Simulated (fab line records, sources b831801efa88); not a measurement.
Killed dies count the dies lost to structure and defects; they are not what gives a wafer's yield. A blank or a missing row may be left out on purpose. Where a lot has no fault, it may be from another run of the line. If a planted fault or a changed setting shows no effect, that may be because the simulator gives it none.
Comparing a struck lot with a sound one :: flow sky130 :: 14 steps out of a route of 708
Sound: these wafers, L322.1, L322.2, L322.4. Struck: wafers L321.2, L321.4, L321.5. The cause is given at the end.
Per side, at each step with rows, come the tool, then ch with its chambers, and then its first start. Under that, the readings that differ: sound wafers :: struck wafers :: difference of the means :: sigmas: that difference in standard deviations of wafers without a fault.
alike: readings with means less than 2 such deviations apart, plus words and numbers identical on both sides. not compared: withheld readings, readings lacking a value on some wafer, bounds such as >300 that could conceal the same value, and numbers that have no deviation in the record and whose values overlap.
A row with sigmas, a row that says differs or no value, or rows on one side alone: a step with any of these is where the two part. When numbers do not overlap yet have no deviation, they are printed without sigmas and do not part them. Lack of a reading on every wafer of one side parts them only where that side has two or more wafers.

SKY_VIA3_ETCH_15: etches SiO2 in C4F8/O2/Ar, stops on TiN, target depth 507 nm, time 78 s.
  sound on rieDiel-02 ch 0,2,3, day 45 10:28; struck on rieDiel-02 ch 2,3, day 45 08:37
reading: oesProductAu (a.u.)
sound: 0.953 0.954 0.947
struck: 0.941 0.937 0.945
difference: -0.010
sigmas: -2
  alike: chamberPressureMTorr
then, 5 steps without rows for these wafers: SKY_VIA3_STRIP_16 (strips in O2/N2); SKY_VIA3_STRIP_17 (strips in post etch residue remover, time 1200 s); SKY_VIA3_CLEAN_18 (cleans in IPA, time 180 s); SKY_VIA3_CLEAN_19 (cleans in O3/DIW); SKY_VIA3_SPUTTER_20 (material TiN, target thk 20 nm, time 80 s).
SKY_VIA3_CVD_21: deposits W, target thk 390 nm, time 117.31 s.
  sound on cvdW-01 ch 0,1, day 45 11:11; struck on cvdW-01 ch 0, day 45 09:20
  alike: heaterPowerW
  not compared: sinceWetCleanH
SKY_VIA3_RS_MEAS_22: the measuring method here is four-point-probe.
  sound on filmMetro-01 at day 45 11:18; struck on filmMetro-02 at day 45 09:33
  alike: VIA3_W_RS
SKY_VIA3_THK_MEAS_23: measures by xrf.
  sound on filmMetro-01 at day 45 11:25; struck on filmMetro-02 at day 45 09:40
  alike: VIA3_W_THK
SKY_VIA3_CMP_24: polishes, stops on SiO2, t overpolish 20 s, target thk 0 nm.
  sound on cmp-01 ch 0,1,3, day 45 11:29; struck on cmp-02 ch 1,2,3, day 45 09:43
  alike: motorCurrentA, overpolishRunS, timeToEndpointS
then, 1 step without rows for these wafers: SKY_METAL4_SPUTTER_00 (material Ti, target thk 15 nm, time 10 s).
SKY_METAL4_SPUTTER_01: material TiN, target thk 20 nm, time 16.7 s.
  sound on pvdSputter-04 at day 45 11:48; struck on pvdSputter-02 at day 45 10:02
  alike: cathodeDcPowerW, chamberPressurePa, throttleValvePct
SKY_METAL4_SPUTTER_02: material AlCu, target thk 735 nm, time 39.1 s.
  sound on pvdSputter-04 at day 45 11:50; struck on pvdSputter-02 at day 45 10:04
  no value came back on the struck wafers for cathodeDcPowerW (W), chamberPressurePa (Pa), throttleValvePct (%); on the sound wafers cathodeDcPowerW (W) reads 10600 10603 10602
SKY_METAL4_SPUTTER_03: material Ti, target thk 5 nm, time 3.3 s.
  sound on pvdSputter-04 at day 45 11:52; struck on pvdSputter-02 at day 45 10:06
  alike: cathodeDcPowerW, chamberPressurePa, throttleValvePct

## WHERE THEY PART
First at SKY_VIA3_ETCH_15; last, within this record, at SKY_METAL4_SPUTTER_02. Later steps at which nothing parts them and some readings are alike: SKY_METAL4_SPUTTER_03.

WHY: what had been put in by the simulator
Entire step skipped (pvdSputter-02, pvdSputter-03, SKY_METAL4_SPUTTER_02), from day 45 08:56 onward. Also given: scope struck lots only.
